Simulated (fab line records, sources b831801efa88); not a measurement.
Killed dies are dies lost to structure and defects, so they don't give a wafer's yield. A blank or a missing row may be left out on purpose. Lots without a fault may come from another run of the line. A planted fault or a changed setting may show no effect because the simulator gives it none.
A struck lot beside a sound one | flow sky130 | 15 steps out of a route of 708
Sound: wafers L267.2, L267.4, L267.5. Struck: wafers L278.1, L278.4, L278.6. The cause comes at the end.
At each step with rows: each side's tool, then ch and its chambers, then its first start. Under that, the readings that differ: sound wafers | struck wafers | difference of the means | sigmas: that difference in standard deviations of wafers without a fault.
alike: readings whose means differ by less than 2 such deviations, and words and numbers that are the same on both sides. not compared: withheld readings, readings that some wafer has no value for, bounds like >300 that may hide the same value, and numbers for which the record gives no deviation and whose values overlap.
The two part at a step that has a row with sigmas, a row that says differs or no value, or rows on one side only. Numbers that don't overlap but have no deviation are shown without sigmas and don't part them. A reading that every wafer of one side lacks parts them only if that side has two wafers or more.

first, 1 step without rows for these wafers: SKY_CONTACT_ETCH_17 (etches SiO2 in C4F8/O2/Ar, stops on Si3N4, target depth 340 nm).
SKY_CONTACT_ETCH_18: etches Si3N4 in CHF3/O2, stops on TiN, time 39 s, target depth 75 nm.
  sound on rie_diel-04 ch 1,2; struck on rie_diel-03 ch 0,1,2
  alike: O2_flow_sccm, drypump_motor_current_A, oes_product_au, throttle_valve_pct
  not compared: rf_hours_counter_h
then, 4 steps without rows for these wafers: SKY_CONTACT_STRIP_19 (strips in O2/N2); SKY_CONTACT_STRIP_20 (strips in post etch residue remover, time 1200 s); SKY_CONTACT_CLEAN_21 (cleans in IPA, time 180 s); SKY_CONTACT_CLEAN_22 (cleans in O3/DIW).
SKY_CONTACT_SPUTTER_23: material TiN, target thk 20 nm, time 80 s.
  sound on pvd_sputter-04, day 31 22:47; struck on pvd_sputter-01, day 35 15:31
  alike: cathode_dc_power_W, chamber_pressure_pa, throttle_valve_pct
SKY_CONTACT_CVD_24: deposits W, target thk 340 nm, time 102.12 s.
  sound on cvd_w-01 ch 0,1, day 31 22:51; struck on cvd_w-01 ch 0,1, day 35 15:35
  alike: heater_power_w
SKY_CONTACT_RS_MEAS_25: measures by four-point-probe.
  sound on film_metro-02, day 31 22:59; struck on film_metro-03, day 35 15:41
  alike: CONTACT_W_RS
SKY_CONTACT_THK_MEAS_26: measures by xrf.
  sound on film_metro-02, day 31 23:05; struck on film_metro-03, day 35 15:49
  alike: CONTACT_W_THK
then, 1 step without rows for these wafers: SKY_CONTACT_CMP_27 (polishes, stops on SiO2, t overpolish 15 s, target thk 0 nm).
SKY_METAL1_SPUTTER_00: material Ti, target thk 15 nm, time 10 s.
  sound on pvd_sputter-03, day 31 23:26; struck on pvd_sputter-03, day 35 16:10
  alike: cathode_dc_power_W, chamber_pressure_pa, throttle_valve_pct
SKY_METAL1_SPUTTER_01: material TiN, target thk 20 nm, time 16.7 s.
  sound on pvd_sputter-03, day 31 23:28; struck on pvd_sputter-03, day 35 16:12
  no value came back on the struck wafers for cathode_dc_power_W (W), chamber_pressure_pa (Pa), throttle_valve_pct (%); on the sound wafers cathode_dc_power_W (W) reads 6501.7 6500.5 6497.9
SKY_METAL1_SPUTTER_02: material AlCu, target thk 250 nm, time 13.3 s.
  sound on pvd_sputter-03, day 31 23:29; struck on pvd_sputter-03, day 35 16:14
  alike: cathode_dc_power_W, chamber_pressure_pa, throttle_valve_pct
-- the record jumps here: 13 days lie between the struck wafers' starts before and after (it left off in module METAL1 and takes up again in module PAD_OPEN, whose first step shown is number 708 of the route) --
SKY_PAD_OPEN_PROBE_99:
  sound on prober-02, day 46 04:10; struck on prober-02, day 48 19:35
  reading                       | sound                | struck               | difference | sigmas
  defect_limited_yield (%)      | 81.9 83.3 83.9       | 78.3 79.5 78.9       | -4.1       | -2
  killed_dies                   | 89 82 79             | 107 101 104          | +21        | +2
  sort_n_pass                   | 403 410 413          | 385 391 388          | -21        | -2
  sort_yield_pct (%)            | 81.9 83.3 83.9       | 78.3 79.5 78.9       | -4.1       | -2
  model.etest.mcon_chain.rc_ohm | 16.88 17.5 16.74     | 15.99 16.25 16.02    | -0.95      |
  model.etest.met1.line_ohm_um  | 0.9319 0.911 0.9064  | 1.025 1.067 1.048    | +0.130     |
  model.etest.met1.rs_ohm_sq    | 0.1277 0.1265 0.1275 | 0.1477 0.1475 0.1456 | +0.0197    |
  alike: killed_at_M0_to_M3, killed_at_M4_up, killed_at_contacts, killed_at_front_end, killed_at_other, killed_open, killed_short, sort_bin_3_pad_short, sort_bin_5_function, sort_bin_6_memory

WHERE THEY PART
First at SKY_METAL1_SPUTTER_01; last, within this record, at SKY_PAD_OPEN_PROBE_99.

WHY: what the simulator had put in
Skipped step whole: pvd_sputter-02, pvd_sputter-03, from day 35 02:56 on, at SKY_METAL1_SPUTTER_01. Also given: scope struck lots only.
